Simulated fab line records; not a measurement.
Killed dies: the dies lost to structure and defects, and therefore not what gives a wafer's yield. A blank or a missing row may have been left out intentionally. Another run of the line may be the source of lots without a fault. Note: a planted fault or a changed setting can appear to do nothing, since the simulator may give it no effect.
A lot that was struck, set against a sound lot :: flow sky130 :: 14 steps out of a route of 708
Sound: these wafers, L841.3, L841.4, L841.5. Struck: wafers L836.3, L836.4, L836.6. The cause is given at the end.
Order at every step that has rows: each side's tool, ch and its chambers, its first start. Under that, the readings that differ: sound wafers :: struck wafers :: difference of the means :: sigmas: that difference in standard deviations of wafers without a fault.
alike: readings whose means differ by less than 2 such deviations, and words and numbers that are the same on both sides. not compared: withheld readings, readings that some wafer has no value for, bounds like >300 that may hide the same value, and numbers for which the record gives no deviation and whose values overlap.
A row with sigmas, a row that says differs or no value, or rows on one side alone: a step with any of these is where the two part. Numbers that have no deviation but don't overlap get no sigmas and don't part them. Lack of a reading on every wafer of one side parts them only where that side has two or more wafers.

first, 3 steps without rows for these wafers: SKY_VT_ADJUST_HVTR_EXPOSE_04 (exposes mask HVTRM, target cd 380 nm); SKY_VT_ADJUST_HVTR_PEB_05; SKY_VT_ADJUST_HVTR_DEVELOP_06 (develop time 60 s).
SKY_VT_ADJUST_HVTR_CD_MEAS_07: the cd target is 380 nm.
  sound: cd sem-01 at day 14 19:04; struck: cd sem-01 at day 13 08:25
  alike: cd nm
SKY_VT_ADJUST_HVTR_OVL_MEAS_08:
  sound: overlay-02 at day 14 19:10; struck: overlay-02 at day 13 08:31
  alike: VT_ADJUST_HVTR_OVL
next, for these wafers, 1 step has no rows: SKY_VT_ADJUST_HVTR_IMPLANT_09.
SKY_VT_ADJUST_HVTR_STRIP_10: strips in O2/N2.
  sound on plasma asher-04 ch 0,1, day 14 19:22; struck on plasma asher-03 ch 0,1, day 13 08:45
  alike: drypump motor current A, oes product au, strip time to endpoint s
  not compared: rf hours counter h
SKY_VT_ADJUST_HVTR_TW_MEAS_11:
  sound: film metro-01 at day 14 19:27; struck: film metro-03 at day 13 08:50
  alike: VT_ADJUST_HVTR_TW
then, 4 steps without rows for these wafers: SKY_VT_ADJUST_PCH_DEHYDRATE_00 (time 60 s); SKY_VT_ADJUST_PCH_HMDS_01 (prime time 60 s); SKY_VT_ADJUST_PCH_COAT_02 (resist thk 3000 nm); SKY_VT_ADJUST_PCH_SOFTBAKE_03.
SKY_VT_ADJUST_PCH_EXPOSE_04: exposes mask NWM, target cd 840 nm.
  struck on iline stepper-01, day 13 21:22; sound on iline stepper-01 ch 0, day 15 09:31
  no value came back on the struck wafers for exposure dose mJ cm2, focus offset nm (nm), reticle temp C (C); on the sound wafers exposure dose mJ cm2 reads 255.09 254.91 255.16
  alike: mask
next, for these wafers, 1 step has no rows: SKY_VT_ADJUST_PCH_PEB_05.

== WHERE THEY PART ==
Only at SKY_VT_ADJUST_PCH_EXPOSE_04, within this record.

WHY: what had been put in by the simulator
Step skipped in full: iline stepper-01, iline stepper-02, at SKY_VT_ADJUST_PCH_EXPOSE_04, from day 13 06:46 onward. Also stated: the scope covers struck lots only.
